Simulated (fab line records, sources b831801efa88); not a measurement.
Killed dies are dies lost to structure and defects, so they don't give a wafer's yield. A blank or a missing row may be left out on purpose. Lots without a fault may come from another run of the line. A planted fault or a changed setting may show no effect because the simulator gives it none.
A struck lot beside a sound one | flow sky130 | 18 steps out of a route of 708
Sound: wafers L873.3, L873.4, L873.5. Struck: wafers L859.2, L859.3, L859.4. The cause comes at the end.
At each step with rows: each side's tool, then ch and its chambers, then its first start. Under that, the readings that differ: sound wafers | struck wafers | difference of the means | sigmas: that difference in standard deviations of wafers without a fault.
alike: readings whose means differ by less than 2 such deviations, and words and numbers that are the same on both sides. not compared: withheld readings, readings that some wafer has no value for, bounds like >300 that may hide the same value, and numbers for which the record gives no deviation and whose values overlap.
The two part at a step that has a row with sigmas, a row that says differs or no value, or rows on one side only. Numbers that don't overlap but have no deviation are shown without sigmas and don't part them. A reading that every wafer of one side lacks parts them only if that side has two wafers or more.

first, 3 steps without rows for these wafers: SKY_SD_P_EXPOSE_04 (exposes mask PSDM, target cd 380 nm); SKY_SD_P_PEB_05; SKY_SD_P_DEVELOP_06 (develop time 60 s).
SKY_SD_P_CD_MEAS_07: target cd 380 nm.
  sound on cd_sem-02, day 31 23:38; struck on cd_sem-02, day 27 09:28
  alike: cd_nm
SKY_SD_P_OVL_MEAS_08:
  sound on overlay-02, day 31 23:44; struck on overlay-01, day 27 09:35
  alike: SD_P_OVL
then, 1 step without rows for these wafers: SKY_SD_P_IMPLANT_09.
SKY_SD_P_STRIP_10: strips in O2/N2.
  sound on plasma_asher-03 ch 0,1, day 31 23:56; struck on plasma_asher-03 ch 0,1, day 27 09:46
  alike: drypump_motor_current_A, n2_flow_sccm, oes_product_au, strip_time_to_endpoint_s
  not compared: rf_hours_counter_h
SKY_SD_P_TW_MEAS_11:
  sound on film_metro-03, day 32 00:02; struck on film_metro-04, day 27 09:52
  alike: SD_P_TW
then, 4 steps without rows for these wafers: SKY_RES_XHIGH_DEHYDRATE_00 (time 60 s); SKY_RES_XHIGH_HMDS_01 (prime time 60 s); SKY_RES_XHIGH_COAT_02 (resist thk 1140 nm); SKY_RES_XHIGH_SOFTBAKE_03 (time 60 s).
SKY_RES_XHIGH_EXPOSE_04: exposes mask URPM, target cd 1270 nm.
  sound on iline_stepper-01 ch 0, day 32 13:16; struck on iline_stepper-01, day 27 23:55
  no value came back on the struck wafers for exposure_dose_mJ_cm2, focus_offset_nm (nm); on the sound wafers exposure_dose_mJ_cm2 reads 140.15 140.11 140.14
  alike: mask
then, 3 steps without rows for these wafers: SKY_RES_XHIGH_PEB_05; SKY_RES_XHIGH_DEVELOP_06 (develop time 60 s); SKY_RES_XHIGH_IMPLANT_07.
SKY_RES_XHIGH_STRIP_08: strips in O2/N2.
  sound on plasma_asher-01 ch 0,1, day 33 05:47; struck on plasma_asher-01 ch 0,1, day 28 13:47
  alike: drypump_motor_current_A, n2_flow_sccm, oes_product_au, strip_time_to_endpoint_s
  not compared: rf_hours_counter_h
SKY_RES_XHIGH_TW_MEAS_09:
  sound on film_metro-02, day 33 05:52; struck on film_metro-04, day 28 14:07
  reading      | sound          | struck   | difference | sigmas
  RES_XHIGH_TW | 1630 1624 1636 | 30 30 30 | -1600      | -99 or more
  not compared: hold

WHERE THEY PART
First at SKY_RES_XHIGH_EXPOSE_04; last, within this record, at SKY_RES_XHIGH_TW_MEAS_09.

WHY: what the simulator had put in
Skipped step whole: iline_stepper-01, from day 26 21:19 on, at SKY_RES_XHIGH_EXPOSE_04. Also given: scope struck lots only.
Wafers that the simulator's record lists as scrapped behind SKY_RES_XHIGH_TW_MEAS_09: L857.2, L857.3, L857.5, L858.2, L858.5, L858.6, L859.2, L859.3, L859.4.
